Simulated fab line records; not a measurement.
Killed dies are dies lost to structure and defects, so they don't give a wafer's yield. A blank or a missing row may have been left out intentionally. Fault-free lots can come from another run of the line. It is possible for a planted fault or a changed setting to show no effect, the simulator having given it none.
Which tool was responsible? || flow gf180mcu || 18 wafers from 6 lots sampled at 2 of the route's 602 steps

WHAT THE GAUGES READ, wafer by wafer
GF_MIM_RS_MEAS_10: measures by four-point-probe.
{"lot": "L728", "measured": "day 25 16:46", "on": "filmMetro-02", "MIM_ALCU_RS (ohm/sq)": "0.1610 0.1617 0.1614"}
{"lot": "L730", "measured": "day 26 05:58", "on": "filmMetro-02", "MIM_ALCU_RS (ohm/sq)": "0.1565 0.1598 0.1582"}
{"lot": "L733", "measured": "day 27 03:02", "on": "filmMetro-02", "MIM_ALCU_RS (ohm/sq)": "0.1632 0.1614 0.1592"}
{"lot": "L735", "measured": "day 27 11:58", "on": "filmMetro-01", "MIM_ALCU_RS (ohm/sq)": "0.1626 0.1615 0.1621"}
{"lot": "L738", "measured": "day 28 14:35", "on": "filmMetro-01", "MIM_ALCU_RS (ohm/sq)": "0.1591 0.1600 0.1598"}
{"lot": "L742", "measured": "day 29 19:50", "on": "filmMetro-01", "MIM_ALCU_RS (ohm/sq)": "0.1601 0.1592 0.1614"}

WHICH TOOL RAN EACH LOT (tool, then ch and the chambers of the sampled wafers, then the start)
{"lot": "L728", "GF_MIM_SPUTTER_07": "pvdSputter-01, day 25 16:38"}
{"lot": "L730", "GF_MIM_SPUTTER_07": "pvdSputter-03, day 26 05:50"}
{"lot": "L733", "GF_MIM_SPUTTER_07": "pvdSputter-04, day 27 02:56"}
{"lot": "L735", "GF_MIM_SPUTTER_07": "pvdSputter-01, day 27 11:50"}
{"lot": "L738", "GF_MIM_SPUTTER_07": "pvdSputter-01, day 28 14:28"}
{"lot": "L742", "GF_MIM_SPUTTER_07": "pvdSputter-01, day 29 19:43"}
- GF_MIM_SPUTTER_07: material TiN, target thk 60 nm, time 50 s.

THE ANSWER, worked out from the rows above alone
Rule: what is usual is taken from the lots themselves. The widest of any qualifying gaps counts: lots, ordered by their means at a reading, are off when they make up no more than a third of the lots, leave a main group of 4 or more, and stand apart from it by 3 or more times the standard deviation of that group's means. A main group is skipped when, at the precision printed for the reading in the tables above, its means are all equal. A lot without any number at a reading at which 4 lots or more have one is off too. All remaining lots with rows at the step are treated as sound.
Across all readings shown, no lot is off: no conclusion can be drawn from this.

WHAT THE SIMULATOR HAD PUT IN
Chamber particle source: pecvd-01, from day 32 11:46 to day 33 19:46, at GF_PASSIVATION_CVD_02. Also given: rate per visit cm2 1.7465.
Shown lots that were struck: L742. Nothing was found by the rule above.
